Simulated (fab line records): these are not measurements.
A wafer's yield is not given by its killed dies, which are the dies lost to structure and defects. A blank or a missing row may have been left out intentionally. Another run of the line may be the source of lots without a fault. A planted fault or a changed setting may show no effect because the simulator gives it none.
Struck lot and sound lot, side by side + flow gf180mcu + 16 out of 602 route steps
Sound: these wafers, L189.1, L189.4, L189.5. Wafers struck: L194.3, L194.4, L194.6. At the end, the cause is stated.
For every step that has rows: the tool of each side, followed by ch and its chambers, followed by its first start. Under that, the readings that differ: sound wafers + struck wafers + difference of the means + sigmas: that difference in standard deviations of wafers without a fault.
alike: a reading whose means differ by less than 2 such deviations, as well as words and numbers matching on both sides. not compared: withheld readings; readings where some wafer has no value; bounds like >300 that might hide an equal value; numbers whose values overlap and for which the record gives no deviation.
The two part at a step that has a row with sigmas, a row that says differs or no value, or rows on one side only. Non-overlapping numbers with no deviation appear without sigmas and do not part them. Lack of a reading on every wafer of one side parts them only where that side has two or more wafers.

GF_HV_LDD_RS_MEAS_53: measurement is done with a four-point probe.
  struck on film_metro-04, day 16 07:08; sound on film_metro-03, day 14 20:45
  alike: HV_LDD_RS
then, 1 step without rows for these wafers: GF_HV_LDD_CVD_54 (deposits SiO2 from TEOS, target thk 10 nm, time 75 s).
GF_HV_LDD_THK_MEAS_55:
  struck on film_metro-01, day 16 08:16; sound on film_metro-04, day 14 21:53
  alike: HV_LDD_CVD_54_THK
then, 1 step without rows for these wafers: GF_HV_LDD_CVD_56 (deposits Si3N4 from DCS/NH3, target thk 90 nm, time 1543 s).
GF_HV_LDD_THK_MEAS_57:
  struck on film_metro-04, day 16 09:45; sound on film_metro-01, day 14 23:23
  alike: HV_LDD_CVD_56_THK
GF_HV_LDD_ETCHBACK_58: etches Si3N4 in CH3F/O2, stops on SiO2, time 100 s, target depth 90 nm.
  sound on rie_diel-01 ch 2,3, day 14 23:26; struck on rie_diel-03 ch 0,2,3, day 16 09:47
  alike: ch3f_flow_sccm, drypump_motor_current_A, oes_product_au, rf_fwd_power_W, throttle_valve_pct
  not compared: rf_hours_counter_h
then, 6 steps without rows for these wafers: GF_NSD_DEHYDRATE_00 (time 60 s); GF_NSD_HMDS_01 (prime time 60 s); GF_NSD_COAT_02 (resist thk 1000 nm); GF_NSD_SOFTBAKE_03 (time 60 s); GF_NSD_EXPOSE_04 (exposes mask Nplus, target cd 400 nm); GF_NSD_PEB_05.
GF_NSD_DEVELOP_06: develop time 60 s.
  sound on litho_track-03 ch 0, day 15 21:07; struck on litho_track-03 ch 0, day 17 07:43
GF_NSD_CD_MEAS_07 targets a cd of 400 nm.
  struck on cd_sem-01, day 17 07:51; sound on cd_sem-01, day 15 21:16
| reading    | sound             | struck            | difference | sigmas |
|------------|-------------------|-------------------|------------|--------|
| cd_nm (nm) | 402.1 403.5 399.6 | 288.1 290.8 289.1 | -112.4     | -42    |
GF_NSD_OVL_MEAS_08:
  struck on overlay-02, day 17 07:57; sound on overlay-01, day 15 21:23
  alike: NSD_OVL
-- the record jumps here: 15 days lie between the struck wafers' starts before and after (it left off in module NSD and takes up again in module PASSIVATION, whose first step shown is number 602 of the route) --
GF_PASSIVATION_PROBE_99:
  record: rows for the struck wafers here (prober-01, day 32 13:39), none for the sound ones

## WHERE THEY PART
Last at GF_PASSIVATION_PROBE_99 as far as this record goes, first at GF_NSD_CD_MEAS_07.

WHY: what had been put in by the simulator
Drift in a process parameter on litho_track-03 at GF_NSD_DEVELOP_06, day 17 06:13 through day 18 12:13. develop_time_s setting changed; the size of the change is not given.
